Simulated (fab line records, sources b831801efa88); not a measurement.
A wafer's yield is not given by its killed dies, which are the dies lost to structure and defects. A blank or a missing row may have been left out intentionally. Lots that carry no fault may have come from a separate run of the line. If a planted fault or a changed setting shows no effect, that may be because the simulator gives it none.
fab line records | flow sky130
record lots=12 | wafers=36 | lastDay=50
route steps=708 shown SONOS_TUNNEL@162 LDD_HVN@276 LDD_HVP@286 LOCAL_INTERCONNECT@399
lots with no fault: from the same line, run without faults
startH: hours from the record's opening day to when the first of the lot's shown wafers began | waitH: hours since the lot's step before | " as in the row above | L1.1+2: one row covering several wafers at once | - no value, or no start given | * or withheld: withheld | < > ~ a bound
route shown NAME@n: a module of which the file shows steps, and the number in the route of the first | usual: mean/standard deviation of fault-free wafers | same: alike in all rows | chamber/n: place in a boat | sites: per-site readings | _std_site: the values' standard deviation | _edge_site: the outer-site mean with the inner-site mean subtracted | radiusMm: for every site, how far away it sits from the centre of the wafer | mask NAME#n: copy n | behind: the most recent tool/chamber to have shaped the wafer | hold: why the lot was held/for how many hours/how that ended | device: the transistor (n, p or np) that didn't switch | end of line: tests of these same wafers at the route's end | a step without rows: its recipe alone | killed: at the first sort, the dies lost to defects and structure; wafer yield is something else | map: the dies of a wafer, with x for killed, . for not killed, _ for no die there
set.NAME: setting as actually run; set.NAME@STEP: the setting as run at that earlier step | model.NAME: the simulator's own value behind a step, which no gauge read
steps of the route over a sample of lots; a table a step, a row a wafer
services: from which hour (startH, from the record's first day; less than 0 if before it) a tool's chamber was out of use, for how many hours, and why
## steps
# step SKY_SONOS_TUNNEL_OVL_MEAS_08
# usual SONOS_TUNNEL_OVL=0.6/1.4
lot.wafer | tool       | chamber | startH | waitH | SONOS_TUNNEL_OVL[nm]
L215.1    | overlay-02 | -       | 238.33 | 0.1   | -0.1
L215.4    | "          | -       | "      | "     | 2.5
L215.6    | "          | -       | "      | "     | 2.4
L216.2    | overlay-02 | -       | 256.15 | 0.1   | 1.2
L216.3    | "          | -       | "      | "     | 0.6
L216.6    | "          | -       | "      | "     | 0.7
L217.1    | overlay-01 | -       | 263.53 | 0.1   | 0.6
L217.2    | "          | -       | "      | "     | -2.4
L217.5    | "          | -       | "      | "     | -1.9
L218.2    | overlay-01 | -       | 269.29 | 0.1   | -0.7
L218.3    | "          | -       | "      | "     | -0.2
L218.4    | "          | -       | "      | "     | 0.2
L220.1    | overlay-01 | -       | 301.66 | 0.1   | -0.2
L220.3    | "          | -       | "      | "     | -0.9
L220.6    | "          | -       | "      | "     | -1.0
L221.1    | overlay-02 | -       | 305.16 | 0.1   | 1.8
L221.2    | "          | -       | "      | "     | 3.1
L221.3    | "          | -       | "      | "     | 2.5
L222.2    | overlay-01 | -       | 306.26 | 0.1   | 1.6
L222.4    | "          | -       | "      | "     | 0.2
L222.5    | "          | -       | "      | "     | -0.2
L223.1    | overlay-02 | -       | 312.55 | 0.1   | 2.6
L223.2    | "          | -       | "      | "     | 1.8
L223.5    | "          | -       | "      | "     | 1.9
L229.1    | overlay-01 | -       | 359.18 | 0.1   | 1.0
L229.3    | "          | -       | "      | "     | 0.2
L229.5    | "          | -       | "      | "     | 1.3
L230.2    | overlay-02 | -       | 368.60 | 0.1   | 1.0
L230.4    | "          | -       | "      | "     | 1.6
L230.5    | "          | -       | "      | "     | 2.0
L231.1    | overlay-02 | -       | 374.66 | 0.1   | 1.0
L231.4    | "          | -       | "      | "     | 0.7
L231.6    | "          | -       | "      | "     | -0.1
L236.1    | overlay-02 | -       | 432.09 | 0.1   | -0.7
L236.2    | "          | -       | "      | "     | 0.0
L236.4    | "          | -       | "      | "     | -1.1
# step SKY_LDD_HVN_STRIP_09
# recipe chemistry=O2/N2 | powerW=1400 | pressureMtorr=1500 | platenTempC=withheld | o2FlowSccm=3000 | n2FlowSccm=300 | overashFraction=0.5
# usual chamberPressureMTorr=1500.0/1.4 | drypumpMotorCurrentA=5.6/0.39 | oesProductAu=0.408/0.0046 | stripTimeToEndpointS=4.138/0.014
lot.wafer | tool           | chamber | startH | waitH | chamberPressureMTorr | drypumpMotorCurrentA | oesProductAu | rfHoursCounterH | stripTimeToEndpointS
L215.1    | plasmaAsher-02 | 1       | 443.90 | 0.1   | 1499.2               | 5.6                  | 0.405        | 33              | 4.148
L215.4    | "              | 1       | "      | "     | 1499.1               | 5.6                  | 0.405        | -               | 4.138
L215.6    | "              | 1       | "      | "     | 1499.4               | 5.6                  | 0.412        | -               | 4.158
L216.2    | plasmaAsher-02 | 0       | 470.62 | 0.1   | 1499.5               | 5.0                  | 0.405        | 36              | 4.108
L216.3    | "              | 0       | "      | "     | 1498.3               | 4.9                  | 0.401        | -               | 4.103
L216.6    | "              | 0       | "      | "     | 1502.1               | 4.9                  | 0.407        | -               | 4.113
L217.1    | plasmaAsher-04 | 1       | 472.97 | 0.1   | 1498.8               | 6.0                  | 0.399        | 80              | 4.141
L217.2    | "              | 0       | "      | "     | 1499.9               | 6.1                  | 0.420        | 80              | 4.145
L217.5    | "              | 0       | "      | "     | 1500.0               | 6.1                  | 0.413        | -               | 4.145
L218.2    | plasmaAsher-03 | 1       | 481.17 | 0.1   | 1495.5               | 5.7                  | 0.411        | 64              | 4.131
L218.3    | "              | 1       | "      | "     | 1498.4               | 5.7                  | 0.406        | -               | 4.158
L218.4    | "              | 0       | "      | "     | 1498.8               | 5.5                  | 0.413        | -               | 4.125
L220.1    | plasmaAsher-04 | 0       | 526.65 | 0.1   | 1501.1               | 6.1                  | 0.413        | 85              | 4.131
L220.3    | "              | 0       | "      | "     | 1500.0               | 6.1                  | 0.409        | -               | 4.139
L220.6    | "              | 0       | "      | "     | 1499.4               | 6.1                  | 0.416        | -               | 4.136
L221.1    | plasmaAsher-02 | 1       | 527.87 | 0.1   | 1499.7               | 5.6                  | 0.415        | 42              | 4.144
L221.2    | "              | 0       | "      | "     | 1498.8               | 4.9                  | 0.416        | 42              | 4.147
L221.3    | "              | 1       | "      | "     | 1502.6               | 5.6                  | 0.413        | -               | 4.166
L222.2    | plasmaAsher-04 | 0       | 528.17 | 0.1   | 1502.0               | 6.1                  | 0.412        | 85              | 4.137
L222.4    | "              | 0       | "      | "     | 1500.5               | 6.1                  | 0.405        | -               | 4.156
L222.5    | "              | 1       | "      | "     | 1500.0               | 6.0                  | 0.413        | -               | 4.161
L223.1    | plasmaAsher-03 | 1       | 533.52 | 0.1   | 1500.1               | 5.7                  | 0.407        | 69              | 4.152
L223.2    | "              | 0       | "      | "     | 1501.3               | 5.5                  | 0.405        | 69              | 4.151
L223.5    | "              | 0       | "      | "     | 1498.0               | 5.5                  | 0.410        | -               | 4.163
L229.1    | plasmaAsher-03 | 1       | 580.67 | 0.1   | 1500.9               | 5.8                  | 0.403        | 74              | 4.120
L229.3    | "              | 0       | "      | "     | 1501.2               | 5.5                  | 0.405        | -               | 4.143
L229.5    | "              | 0       | "      | "     | 1499.4               | 5.5                  | 0.408        | -               | 4.126
L231.1    | plasmaAsher-02 | 1       | 617.37 | 0.1   | 1500.4               | 5.6                  | 0.410        | 50              | 4.145
L231.4    | "              | 0       | "      | "     | 1500.1               | 5.0                  | 0.416        | -               | 4.149
L231.6    | "              | 0       | "      | "     | 1499.9               | 5.0                  | 0.408        | -               | 4.150
L230.2    | plasmaAsher-02 | 0       | 620.22 | 0.1   | 1501.3               | 5.0                  | 0.403        | 51              | 4.150
L230.4    | "              | 1       | "      | "     | 1500.8               | 5.6                  | 0.406        | -               | 4.155
L230.5    | "              | 1       | "      | "     | 1500.1               | 5.6                  | 0.416        | -               | 4.143
L236.1    | plasmaAsher-04 | 1       | 660.02 | 0.1   | 1497.7               | 6.0                  | 0.408        | 98              | 4.145
L236.2    | "              | 0       | "      | "     | 1498.7               | 6.1                  | 0.410        | 98              | 4.123
L236.4    | "              | 1       | "      | "     | 1500.7               | 6.0                  | 0.409        | -               | 4.118
# step SKY_LDD_HVP_IMPLANT_08
# recipe species=B | energyKev=20 | doseCm2=1.7e+13 | tiltDeg=17.9
# usual beamOnS=10.00/0.18 | doseIonsCm2=1.6998e+13/1.7e+10 | faradayCurrentUA=95.8/1.8
lot.wafer | tool         | chamber | startH | waitH | beamOnS | doseIonsCm2 | faradayCurrentUA
L215.1    | implanter-02 | 0       | 474.66 | 0.0   | 10.07   | 1.6991e+13  | 94.5
L215.4    | "            | 0       | "      | "     | 10.14   | 1.7001e+13  | 94.6
L215.6    | "            | 0       | "      | "     | 10.20   | 1.699e+13   | 93.8
L216.2    | implanter-01 | 0       | 501.34 | 0.0   | 9.97    | 1.7034e+13  | 95.8
L216.3    | "            | 0       | "      | "     | 10.08   | 1.6986e+13  | 95.3
L216.6    | "            | 0       | "      | "     | 9.89    | 1.7009e+13  | 96.7
L217.1    | implanter-02 | 0       | 503.01 | 0.0   | 10.30   | 1.6995e+13  | 93.3
L217.2    | "            | 0       | "      | "     | 10.12   | 1.6994e+13  | 94.6
L217.5    | "            | 0       | "      | "     | 9.99    | 1.6991e+13  | 96.1
L218.2    | implanter-02 | 0       | 511.04 | 0.0   | 9.79    | 1.7014e+13  | 98.1
L218.3    | "            | 0       | "      | "     | 9.92    | 1.7029e+13  | 96.2
L218.4    | "            | 0       | "      | "     | 10.31   | 1.7016e+13  | 92.6
L220.1    | implanter-02 | 0       | 556.37 | 0.0   | 9.88    | 1.7055e+13  | 96.2
L220.3    | "            | 0       | "      | "     | 9.80    | 1.7024e+13  | 97.9
L220.6    | "            | 0       | "      | "     | 9.98    | 1.7008e+13  | 95.9
L221.1    | implanter-03 | 0       | 557.11 | 0.0   | 9.93    | 1.6981e+13  | 96.4
L221.2    | "            | 0       | "      | "     | 9.94    | 1.7003e+13  | 96.5
L221.3    | "            | 0       | "      | "     | 9.88    | 1.6997e+13  | 96.9
L222.2    | implanter-03 | 0       | 557.95 | 0.0   | 9.83    | 1.6974e+13  | 97.7
L222.4    | "            | 0       | "      | "     | 9.77    | 1.6978e+13  | 97.8
L222.5    | "            | 0       | "      | "     | 9.97    | 1.7006e+13  | 96.1
L223.1    | implanter-01 | 0       | 563.41 | 0.0   | 9.81    | 1.6984e+13  | 97.3
L223.2    | "            | 0       | "      | "     | 10.09   | 1.6983e+13  | 95.5
L223.5    | "            | 0       | "      | "     | 10.42   | 1.6994e+13  | 91.8
L229.1    | implanter-02 | 0       | 609.22 | 0.0   | 10.17   | 7.652e+12   | 42.6
L229.3    | "            | 0       | "      | "     | 9.84    | 7.659e+12   | 44.1
L229.5    | "            | 0       | "      | "     | 10.01   | 7.652e+12   | 43.0
L231.1    | implanter-01 | 0       | 646.41 | 0.0   | 9.93    | 1.6992e+13  | 96.9
L231.4    | "            | 0       | "      | "     | 9.96    | 1.696e+13   | 96.2
L231.6    | "            | 0       | "      | "     | 9.70    | 1.7e+13     | 98.8
L230.2    | implanter-02 | 0       | 648.72 | 0.0   | 9.92    | 7.67e+12    | 43.4
L230.4    | "            | 0       | "      | "     | 10.04   | 7.667e+12   | 43.1
L230.5    | "            | 0       | "      | "     | 9.94    | 7.661e+12   | 43.4
L236.1    | implanter-01 | 0       | 688.96 | 0.0   | 9.83    | 1.6971e+13  | 96.9
L236.2    | "            | 0       | "      | "     | 10.05   | 1.6982e+13  | 95.3
L236.4    | "            | 0       | "      | "     | 10.33   | 1.6962e+13  | 92.3
# step SKY_LDD_HVP_TW_MEAS_10
# usual LDD_HVP_TW=457.9/3
lot.wafer | tool         | chamber | startH | waitH | LDD_HVP_TW
L215.1    | filmMetro-01 | -       | 474.91 | 0.1   | 462.1
L215.4    | "            | -       | "      | "     | 461.0
L215.6    | "            | -       | "      | "     | 461.0
L216.2    | filmMetro-01 | -       | 501.57 | 0.1   | 459.0
L216.3    | "            | -       | "      | "     | 457.9
L216.6    | "            | -       | "      | "     | 456.8
L217.1    | filmMetro-01 | -       | 503.26 | 0.1   | 457.3
L217.2    | "            | -       | "      | "     | 454.4
L217.5    | "            | -       | "      | "     | 457.0
L218.2    | filmMetro-03 | -       | 511.27 | 0.1   | 458.3
L218.3    | "            | -       | "      | "     | 456.7
L218.4    | "            | -       | "      | "     | 457.0
L220.1    | filmMetro-03 | -       | 556.62 | 0.1   | 452.0
L220.3    | "            | -       | "      | "     | 456.1
L220.6    | "            | -       | "      | "     | 455.0
L221.1    | filmMetro-02 | -       | 557.36 | 0.1   | 458.3
L221.2    | "            | -       | "      | "     | 460.3
L221.3    | "            | -       | "      | "     | 455.7
L222.2    | filmMetro-02 | -       | 558.18 | 0.1   | 456.1
L222.4    | "            | -       | "      | "     | 456.3
L222.5    | "            | -       | "      | "     | 458.5
L223.1    | filmMetro-03 | -       | 563.66 | 0.1   | 455.0
L223.2    | "            | -       | "      | "     | 454.6
L223.5    | "            | -       | "      | "     | 454.9
L229.1    | filmMetro-03 | -       | 609.47 | 0.1   | 354.2
L229.3    | "            | -       | "      | "     | 356.1
L229.5    | "            | -       | "      | "     | 354.0
L231.1    | filmMetro-02 | -       | 646.66 | 0.1   | 455.5
L231.4    | "            | -       | "      | "     | 454.9
L231.6    | "            | -       | "      | "     | 457.6
L230.2    | filmMetro-01 | -       | 648.96 | 0.1   | 363.6
L230.4    | "            | -       | "      | "     | 361.9
L230.5    | "            | -       | "      | "     | 362.6
L236.1    | filmMetro-03 | -       | 689.21 | 0.1   | 451.7
L236.2    | "            | -       | "      | "     | 455.2
L236.4    | "            | -       | "      | "     | 453.9
# step SKY_LOCAL_INTERCONNECT_OVL_MEAS_12
# usual LOCAL_INTERCONNECT_OVL=-1/5.1
lot.wafer | tool       | chamber | startH | waitH | LOCAL_INTERCONNECT_OVL[nm]
L215.1    | overlay-01 | -       | 688.65 | 0.1   | -8
L215.4    | "          | -       | "      | "     | -5
L215.6    | "          | -       | "      | "     | -8
L216.2    | overlay-02 | -       | 709.31 | 0.1   | -3
L216.3    | "          | -       | "      | "     | -7
L216.6    | "          | -       | "      | "     | -6
L217.1    | overlay-01 | -       | 712.48 | 0.1   | 6
L217.2    | "          | -       | "      | "     | 8
L217.5    | "          | -       | "      | "     | 5
L218.2    | overlay-01 | -       | 720.86 | 0.1   | 0
L218.3    | "          | -       | "      | "     | -3
L218.4    | "          | -       | "      | "     | 5
L220.1    | overlay-02 | -       | 761.08 | 0.1   | 8
L220.3    | "          | -       | "      | "     | 1
L220.6    | "          | -       | "      | "     | 3
L221.1    | overlay-01 | -       | 762.38 | 0.1   | 6
L221.2    | "          | -       | "      | "     | 7
L221.3    | "          | -       | "      | "     | -2
L222.2    | overlay-02 | -       | 763.39 | 0.1   | 8
L222.4    | "          | -       | "      | "     | 8
L222.5    | "          | -       | "      | "     | 4
L223.1    | overlay-02 | -       | 767.90 | 0.1   | 0
L223.2    | "          | -       | "      | "     | 4
L223.5    | "          | -       | "      | "     | 0
L229.1    | overlay-01 | -       | 809.48 | 0.1   | -11
L229.3    | "          | -       | "      | "     | -9
L229.5    | "          | -       | "      | "     | -11
L231.1    | overlay-01 | -       | 841.86 | 0.1   | -5
L231.4    | "          | -       | "      | "     | -5
L231.6    | "          | -       | "      | "     | -8
L230.2    | overlay-01 | -       | 848.24 | 0.1   | -2
L230.4    | "          | -       | "      | "     | -5
L230.5    | "          | -       | "      | "     | -6
L236.1    | overlay-02 | -       | 880.58 | 0.1   | 3
L236.2    | "          | -       | "      | "     | -6
L236.4    | "          | -       | "      | "     | -5
## services
tool           | chamber | startH | hours | kind
implanter-03   | -       | 434.70 | 2.2   | pm
plasmaAsher-03 | -       | 456.77 | 14.6  | pm
implanter-03   | -       | 460.49 | 6.8   | repair
implanter-03   | -       | 501.74 | 3.5   | repair
implanter-03   | -       | 509.54 | 3.2   | repair
implanter-03   | -       | 521.44 | 2.0   | repair
implanter-03   | -       | 561.15 | 1.5   | repair
plasmaAsher-02 | -       | 595.70 | 1.3   | repair
implanter-03   | -       | 616.13 | 2.7   | pm
implanter-02   | -       | 638.65 | 0.9   | repair
plasmaAsher-04 | -       | 644.00 | 2.8   | pm
implanter-03   | -       | 670.48 | 6.1   | repair
plasmaAsher-03 | -       | 681.79 | 2.5   | repair
## key
firstSign step=SKY_LDD_HVP_IMPLANT_08 | reading=doseIonsCm2 | direction=down | sigmas=99+ | usual=* | struck=*
effect step=SKY_LDD_HVP_IMPLANT_08 | reading=faradayCurrentUA | direction=down | sigmas=30 | usual=95.8 | struck=43.3
effect step=SKY_LDD_HVP_TW_MEAS_10 | reading=LDD_HVP_TW | direction=down | sigmas=33 | usual=457.9 | struck=358.7
metAt SKY_LDD_HVP_IMPLANT_08
struckLots L229,L230
testerLeftOut L229,L230
notActingAt SKY_SONOS_TUNNEL_OVL_MEAS_08,SKY_LDD_HVN_STRIP_09,SKY_LOCAL_INTERCONNECT_OVL_MEAS_12
onsetBetween 556.37 609.22
fault kind=processParameterDrift | tool=implanter-02 | chamber=- | onsetH=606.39 | steps=SKY_LDD_HVP_IMPLANT_08 | channel=doseCm2 | offset=* | shape=step | endH=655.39 | actsIn=* | stated=*
# testerLeftOut: of these lots the tester's yield and bins aren't shown, on N5 and GAA mostly nor the transistor test; their killed dies are dies lost to structure and defects alone, not to doping, threshold or leakage, so they don't give the yield
